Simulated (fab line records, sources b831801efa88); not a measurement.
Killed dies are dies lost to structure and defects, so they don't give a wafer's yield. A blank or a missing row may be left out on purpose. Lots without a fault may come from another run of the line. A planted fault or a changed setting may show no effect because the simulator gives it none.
Which tool did it? | flow sky130 | 6 lots, 18 wafers sampled, at 3 steps of a route of 708

WHAT THE GAUGES READ, wafer by wafer
SKY_CONTACT_THK_MEAS_03.
lot  | measured     | on            | CONTACT_HDPCVD_THK (nm)
L438 | day 31 11:43 | film_metro-02 | 561 559 565
L442 | day 32 16:00 | film_metro-01 | 571 575 562
L446 | day 33 17:20 | film_metro-01 | 562 552 559
L454 | day 36 14:25 | film_metro-02 | 572 577 570
L457 | day 37 03:07 | film_metro-02 | 558 569 558
L459 | day 37 18:01 | film_metro-03 | 571 567 571

WHICH TOOL RAN EACH LOT (tool, then ch and the chambers of the sampled wafers, then the start)
lot  | SKY_LDD_N_IMPLANT_10            | SKY_RES_XHIGH_STRIP_08
L438 | implanter-01 ch 0, day 18 20:31 | plasma_asher-02 ch 0,1, day 27 17:58
L442 | implanter-02 ch 0, day 20 03:34 | plasma_asher-02 ch 0, day 29 00:41
L446 | implanter-02 ch 0, day 21 10:29 | plasma_asher-04 ch 0,1, day 30 03:19
L454 | implanter-01 ch 0, day 24 15:37 | plasma_asher-04 ch 0,1, day 33 02:58
L457 | implanter-02 ch 0, day 25 09:32 | plasma_asher-02 ch 0,1, day 33 17:08
L459 | implanter-02 ch 0, day 26 01:05 | plasma_asher-02 ch 0,1, day 34 07:55
- SKY_LDD_N_IMPLANT_10
- SKY_RES_XHIGH_STRIP_08: strips in O2/N2.

THE ANSWER, worked out from the rows above alone
Rule: what is usual is taken from the lots themselves. Put in order of their means at a reading, lots are off if they are a third of the lots or fewer, leave a main group of 4 or more, and stand apart from it by a gap of 3 or more times the standard deviation of the main group's means; of several such gaps the widest counts. A main group whose means are all the same, to the digits that the tables above print for the reading, isn't used. A lot without any number at a reading at which 4 lots or more have one is off too. The other lots that the step has rows for count as sound.
No lot is off at any reading shown: from this, nothing can be told.

WHAT THE SIMULATOR HAD PUT IN
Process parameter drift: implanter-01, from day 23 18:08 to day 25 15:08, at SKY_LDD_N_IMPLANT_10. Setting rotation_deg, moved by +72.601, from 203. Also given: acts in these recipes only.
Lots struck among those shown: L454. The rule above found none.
